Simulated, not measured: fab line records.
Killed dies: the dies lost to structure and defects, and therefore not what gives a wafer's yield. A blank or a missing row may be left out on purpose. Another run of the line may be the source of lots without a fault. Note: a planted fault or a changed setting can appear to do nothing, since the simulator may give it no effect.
Problem report, 8D (eight disciplines) form, completed by code ; flow sfqLine ; the parts of the form that need people (team, actions taken, sign-off) are left out

== 1. THE ISSUE ==
At SFQ_TRILAYER_M7_BARC_OPEN_METAL_ETCH_229, rfFwdPowerW averages 693.2 W over 3 wafers from 2 lots, while fault-free wafers read 594.5 W, standard deviation 2.7. Measured from the usual mean, that is +37 standard deviations.
The step: etches BARC in O2, target depth 125 nm, time 41.7 s.
The first sign was on wafer L455.4 at day 82 06:49, on rieMetal-03. The record holds 18 wafers of 6 lots with a number at this step. By rule, "out" or "out of limits" means more than 4 standard deviations away from the usual mean. Any other wafer with a number is counted as sound.

== 2. WHAT IT IS AND WHAT IT IS NOT ==
question;is;is not
which readings at this step;rfFwdPowerW;biasW, drypumpMotorCurrentA, oesProductAu
which lots;L455, L456;L448, L462, L463, L465
which wafers of those lots;L455.4, L455.6, L456.5;L455.3, L456.2, L456.6
read on which tools;rieMetal-03;rieMetal-01
when;from day 82 06:49;"up to then (4 sound wafers); but 11 sound wafers of L456, L462, L463, L465 came after"

== 3. SUSPECTS, AND WHAT RULES EACH OUT ==
Counting: any tool at a process step up to the reading remains a suspect provided it ran every lot that is out. Sound lots after the first of them don't rule it out here, since some wafers of a struck lot are sound.
- rieMetal-03 at SFQ_TRILAYER_M7_BARC_OPEN_METAL_ETCH_229 (etches BARC in O2, target depth 125 nm, time 41.7 s): kept. Ran every lot that is out, first one L455 (day 82 06:49); last sound lot up to then L448 (day 75 23:12). Its own readings are out on those wafers: rfFwdPowerW.
- At SFQ_TRILAYER_M7_BARC_OPEN_METAL_ETCH_229 on rieMetal-03, chamber 1 took the sound wafers of the same lots and chamber 0 took the wafers that are out.
Left after counting: rieMetal-03 at SFQ_TRILAYER_M7_BARC_OPEN_METAL_ETCH_229.

== 4. THE CAUSE (what the simulator had put in) ==
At SFQ_TRILAYER_M7_BARC_OPEN_METAL_ETCH_229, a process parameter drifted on rieMetal-03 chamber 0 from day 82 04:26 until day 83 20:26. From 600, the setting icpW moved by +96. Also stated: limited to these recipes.
This tool alone remained once counting was done.

== 5. THE CHAIN OF EFFECTS, in route order ==
Each row: a reading whose mean over the struck wafers that have a number lies more than 3 standard deviations from the usual. Only readings whose record carries a usual standard deviation are examined. hours: median over the lots of the time between each lot's start at the first step of this table that gives one and its start at this step. sigmas: the change, counted in usual standard deviations.
hours;step;reading;usual;on struck wafers;change;sigmas
0;SFQ_TRILAYER_M7_BARC_OPEN_METAL_ETCH_229;rfFwdPowerW;594.5 W;693.2;+98.7;+37
The process steps in it:
- SFQ_TRILAYER_M7_BARC_OPEN_METAL_ETCH_229: etches BARC in O2, target depth 125 nm, time 41.7 s.

== 6. WHAT WOULD HAVE CAUGHT IT SOONER ==
First out-of-limits reading in this record: day 82 06:49, which is 2 hours after fault onset at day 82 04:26.
